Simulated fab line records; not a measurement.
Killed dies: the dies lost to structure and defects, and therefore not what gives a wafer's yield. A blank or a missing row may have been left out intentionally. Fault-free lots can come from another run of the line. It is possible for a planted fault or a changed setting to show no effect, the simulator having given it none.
Problem report, 8D (eight disciplines) form, completed by code ; flow sky130 ; the parts of the form that need people (team, actions taken, sign-off) are left out

## 1. PROBLEM STATEMENT
rotationDeg at SKY_LDD_N_IMPLANT_13 reads a mean of 297.590 degrees on 9 wafers of 3 lots; wafers without a fault read 90.002 degrees with a standard deviation of 0.027. So: +99 or more standard deviations from the usual mean.
Seen first at day 21 02:31 on implanter-04, wafer L145.2. The record has a number at this step for 39 wafers belonging to 13 lots. By rule, "out" or "out of limits" means more than 4 standard deviations away from the usual mean. Any other wafer with a number is counted as sound.

## 2. WHAT IT IS AND WHAT IT IS NOT
question;is;is not
which readings at this step;rotationDeg;endStationPressureTorr
which lots;L145, L146, L150;L138, L139, L140, L141, L142, L153, L156, L157, L158, L160
which wafers of those lots;all that have a number;-
read on which tools;implanter-04;implanter-01, implanter-03
when;from day 21 02:31;"up to then (15 sound wafers); but 15 sound wafers of L153, L156, L157, L158, L160 came after"

## 3. WHAT RULES OUT EACH SUSPECT
Counting: any tool at a process step up to the reading is kept as a suspect provided that every lot that is out went through it and no sound lot did after the first of them.
- implanter-04 at SKY_LDD_N_IMPLANT_13: ruled out as a lasting fault. Sound lots L158, L160 ran on it after its first lot that is out, L145 (day 21 02:31).
Left after counting: nothing in the record.

## 4. THE CAUSE (what the simulator had put in)
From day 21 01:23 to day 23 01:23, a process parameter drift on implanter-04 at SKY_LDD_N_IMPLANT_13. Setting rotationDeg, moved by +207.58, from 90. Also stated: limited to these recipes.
Counting ruled it out, wrongly.

## 5. SEQUENCE OF EFFECTS, ordered by route
Each row: a reading where the mean over the struck wafers with a number is more than 3 standard deviations away from the usual. Only readings whose record carries a usual standard deviation are examined. hours: median over the lots of the time between each lot's start at the first step of this table that gives one and its start at this step. sigmas: the change, counted in usual standard deviations.
hours;step;reading;usual;on struck wafers;change;sigmas
0;SKY_LDD_N_IMPLANT_13;rotationDeg;90.002 degrees;297.590;+207.588;+99 or more
Process steps it contains:
- SKY_LDD_N_IMPLANT_13

## 6. HOW IT WOULD HAVE BEEN CAUGHT EARLIER
In this record the first reading out of limits was taken at day 21 02:31, 1 hour after the fault began at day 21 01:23.
